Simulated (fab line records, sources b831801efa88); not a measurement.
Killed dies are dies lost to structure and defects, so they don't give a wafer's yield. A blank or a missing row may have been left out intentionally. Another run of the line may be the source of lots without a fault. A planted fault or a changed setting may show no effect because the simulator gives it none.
Chamber matching / flow gf180mcu / cmp-01 running GF_V4_CMP_04: 4 sister chambers
The step polishes SiO2. 16 wafers are shown with their chamber, then 8 later ones without.

## EACH WAFER AND ITS CHAMBER
wafer=L779.1; chamber=0; motorCurrentA (A)=12.0; slurryFlowMlMin=150.6; timeToEndpointS (s)=78
wafer=L779.4; chamber=3; motorCurrentA (A)=11.6; slurryFlowMlMin=150.1; timeToEndpointS (s)=84
wafer=L779.6; chamber=2; motorCurrentA (A)=10.0; slurryFlowMlMin=149.7; timeToEndpointS (s)=88
wafer=L778.1; chamber=3; motorCurrentA (A)=11.2; slurryFlowMlMin=149.7; timeToEndpointS (s)=72
wafer=L778.2; chamber=2; motorCurrentA (A)=9.9; slurryFlowMlMin=150.2; timeToEndpointS (s)=80
wafer=L778.3; chamber=1; motorCurrentA (A)=12.4; slurryFlowMlMin=150.2; timeToEndpointS (s)=80
wafer=L782.3; chamber=1; motorCurrentA (A)=12.1; slurryFlowMlMin=150.0; timeToEndpointS (s)=83
wafer=L782.4; chamber=0; motorCurrentA (A)=11.7; slurryFlowMlMin=150.5; timeToEndpointS (s)=87
wafer=L782.5; chamber=2; motorCurrentA (A)=10.0; slurryFlowMlMin=150.1; timeToEndpointS (s)=93
wafer=L784.1; chamber=3; motorCurrentA (A)=11.1; slurryFlowMlMin=149.6; timeToEndpointS (s)=77
wafer=L784.3; chamber=1; motorCurrentA (A)=12.5; slurryFlowMlMin=148.8; timeToEndpointS (s)=78
wafer=L784.6; chamber=2; motorCurrentA (A)=10.4; slurryFlowMlMin=150.6; timeToEndpointS (s)=81
wafer=L786.1; chamber=1; motorCurrentA (A)=12.7; slurryFlowMlMin=150.1; timeToEndpointS (s)=72
wafer=L786.2; chamber=3; motorCurrentA (A)=11.5; slurryFlowMlMin=150.4; timeToEndpointS (s)=70
wafer=L786.5; chamber=3; motorCurrentA (A)=11.7; slurryFlowMlMin=150.4; timeToEndpointS (s)=81
wafer=L789.4; chamber=3; motorCurrentA (A)=10.9; slurryFlowMlMin=150.4; timeToEndpointS (s)=81

SIGNATURES (averages over the wafers above)
reading=motorCurrentA; chamber 0=11.850; chamber 1=12.425; chamber 2=10.075; chamber 3=11.333; scatter within a chamber=0.27
reading=slurryFlowMlMin; chamber 0=150.550; chamber 1=149.775; chamber 2=150.150; chamber 3=150.100; scatter within a chamber=0.446
reading=timeToEndpointS; chamber 0=82.50; chamber 1=78.25; chamber 2=85.50; chamber 3=77.50; scatter within a chamber=5.57
Rule: for a wafer and a chamber, the distance is found by dividing, reading by reading, the gap between the wafer's reading and the chamber's mean by the reading's scatter, squaring, summing and taking the root. If the next closest chamber is less than 2 further off than the closest, the wafer can't be placed; otherwise it belongs to the closest. How the scatter is found: for the shown wafers, subtract from each reading the mean of its chamber, square and add these, divide the total by (wafers less chambers), then take the root.

## WAFERS MISSING THEIR CHAMBER
wafer=L789.5; motorCurrentA (A)=11.2; slurryFlowMlMin=149.8; timeToEndpointS (s)=79
wafer=L789.6; motorCurrentA (A)=11.7; slurryFlowMlMin=150.6; timeToEndpointS (s)=76
wafer=L796.2; motorCurrentA (A)=12.6; slurryFlowMlMin=150.1; timeToEndpointS (s)=71
wafer=L796.5; motorCurrentA (A)=11.8; slurryFlowMlMin=149.7; timeToEndpointS (s)=75
wafer=L796.6; motorCurrentA (A)=12.1; slurryFlowMlMin=150.6; timeToEndpointS (s)=81
wafer=L798.1; motorCurrentA (A)=10.8; slurryFlowMlMin=150.0; timeToEndpointS (s)=78
wafer=L798.4; motorCurrentA (A)=12.2; slurryFlowMlMin=150.1; timeToEndpointS (s)=83
wafer=L798.6; motorCurrentA (A)=11.0; slurryFlowMlMin=149.5; timeToEndpointS (s)=88

## CHAMBER TAKEN BY EACH
wafer=L789.5; from the rows above=3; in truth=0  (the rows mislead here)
wafer=L789.6; from the rows above=can't be placed: 0 or 3 or 1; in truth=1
wafer=L796.2; from the rows above=can't be placed: 1 or 0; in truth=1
wafer=L796.5; from the rows above=can't be placed: 3 or 0 or 1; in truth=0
wafer=L796.6; from the rows above=can't be placed: 0 or 1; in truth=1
wafer=L798.1; from the rows above=can't be placed: 3 or 2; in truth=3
wafer=L798.4; from the rows above=can't be placed: 1 or 0 or 3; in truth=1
wafer=L798.6; from the rows above=can't be placed: 3 or 2 or 0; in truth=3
Correctly placed: 0 of 8. From these rows, 7 cannot be placed; in 7 the true chamber is one of the candidates. Placed wrongly: 1.
